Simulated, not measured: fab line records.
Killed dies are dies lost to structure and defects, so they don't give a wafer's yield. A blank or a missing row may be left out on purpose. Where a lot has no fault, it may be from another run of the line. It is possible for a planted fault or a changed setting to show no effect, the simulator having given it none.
Split-lot experiment + flow gf180mcu + 5 lots, 23 wafers read, on a route of 602 steps

ON THE SPLIT
At GF_VT_IMPLANT_COAT_24 (resist thk 1000 nm), the setting resist_thk_nm was moved away from the recipe's 1000 nm on 7 of the 23 wafers read, by -3.3% to -3.1%. The other wafers ran this setting at the recipe's value.

The split's own step is where the reading is taken.

THE READING
NOVOLAK_of_VT_IMPLANT_COAT_24.thk_nm (the simulator's own value, which no gauge read), in nm, at GF_VT_IMPLANT_COAT_24 (resist thk 1000 nm). The file gives no usual value for it. Here, 16 wafers ran the recipe; their average is 1002.4 nm with a standard deviation of 1.6 nm.

| wafer  | tool, chamber at the split | resist_thk_nm as run, nm | against the recipe | NOVOLAK_of_VT_IMPLANT_COAT_24.thk_nm, nm | against lot-mates on the recipe |
|--------|----------------------------|--------------------------|--------------------|------------------------------------------|---------------------------------|
| L074.1 | litho_track-02, 0          | 969.2                    | -3.1%              | 969.1                                    | -31.9                           |
| L074.2 | litho_track-02, 0          | 1000                     | recipe             | 1001                                     | -                               |
| L074.5 | litho_track-02, 0          | 1000                     | recipe             | 1001                                     | -                               |
| L074.3 | litho_track-02, 0          | 969.2                    | -3.1%              | 971.4                                    | -29.6                           |
| L074.4 | litho_track-02, 0          | 969.2                    | -3.1%              | 971.1                                    | -29.9                           |
| L076.1 | litho_track-03, 0          | 966.8                    | -3.3%              | 969.2                                    | -33.1                           |
| L076.3 | litho_track-03, 0          | 966.8                    | -3.3%              | 967.4                                    | -34.9                           |
| L076.4 | litho_track-03, 0          | 1000                     | recipe             | 1001                                     | -                               |
| L076.5 | litho_track-03, 0          | 1000                     | recipe             | 1004                                     | -                               |
| L076.6 | litho_track-03, 0          | 1000                     | recipe             | 1002                                     | -                               |
| L079.1 | litho_track-03, 0          | 1000                     | recipe             | 1003                                     | -                               |
| L079.4 | litho_track-03, 0          | 1000                     | recipe             | 1002                                     | -                               |
| L079.5 | litho_track-03, 0          | 1000                     | recipe             | 1004                                     | -                               |
| L080.1 | litho_track-03, 0          | 1000                     | recipe             | 1005                                     | -                               |
| L080.2 | litho_track-03, 0          | 1000                     | recipe             | 999                                      | -                               |
| L080.3 | litho_track-03, 0          | 967.7                    | -3.2%              | 970.7                                    | -31.0                           |
| L080.5 | litho_track-03, 0          | 967.7                    | -3.2%              | 968.2                                    | -33.5                           |
| L080.6 | litho_track-03, 0          | 1000                     | recipe             | 1001                                     | -                               |
| L083.2 | litho_track-03, 0          | 1000                     | recipe             | 1005                                     | -                               |
| L083.3 | litho_track-03, 0          | 1000                     | recipe             | 1002                                     | -                               |
| L083.5 | litho_track-03, 0          | 1000                     | recipe             | 1002                                     | -                               |
| L083.4 | litho_track-03, 0          | 1000                     | recipe             | 1003                                     | -                               |
| L083.6 | litho_track-03, 0          | 1000                     | recipe             | 1003                                     | -                               |

FIT RESULTS
A straight line over all 23 wafers: NOVOLAK_of_VT_IMPLANT_COAT_24.thk_nm changes by +10.3 nm for each +1% of resist_thk_nm; r = +1.00; the points scatter about the line by 1.5 nm.
The same after taking each lot's own level away (the mean of its wafers on the recipe; 23 wafers): +10 nm for each +1%; r = +1.00; scatter 1.4 nm.
The reading moves by 33 nm for the largest change in resist_thk_nm, on that fit.
The lots' own levels span 1001.00 to 1003.00 nm, that is 1.3 times the standard deviation above.
The two slopes are in agreement: the lot-to-lot level therefore moves the slope only a little.
Check: with one of the wafers moved furthest among these (-3.3%) left out of the fit, the line predicts -33.3 nm for it against its lot-mates. It came out at -33.1 nm against them.

FURTHER SPLITS ON THESE WAFERS
These wafers also went through other splits before the reading. Each is held against what the fit with the lots' levels taken away leaves over:
| other split on the same wafers    | wafers away from the commonest value | r with NOVOLAK_of_VT_IMPLANT_COAT_24.thk_nm (lot level and that fit taken away) |
|-----------------------------------|--------------------------------------|---------------------------------------------------------------------------------|
| GF_VT_IMPLANT_IMPLANT_08 dose_cm2 | 8                                    | -0.05                                                                           |

THE WHOLE CHAIN: every reading that the file lists as answering this split, in the file's order
| step                   | what it does       | reading                                                                               | change (the file's fit)              | r (the file's) |
|------------------------|--------------------|---------------------------------------------------------------------------------------|--------------------------------------|----------------|
| GF_VT_IMPLANT_COAT_24  | resist thk 1000 nm | NOVOLAK_of_VT_IMPLANT_COAT_24.thk_nm (the simulator's own value, which no gauge read) | +10 nm for each +1% of the setting   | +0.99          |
| GF_VT_IMPLANT_STRIP_31 | strips in O2/N2    | strip_time_to_endpoint_s                                                              | withheld for each +1% of the setting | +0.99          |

THE FILE'S OWN FIT
NOVOLAK_of_VT_IMPLANT_COAT_24.thk_nm changes by +10 nm for each +1% of resist_thk_nm, r = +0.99.
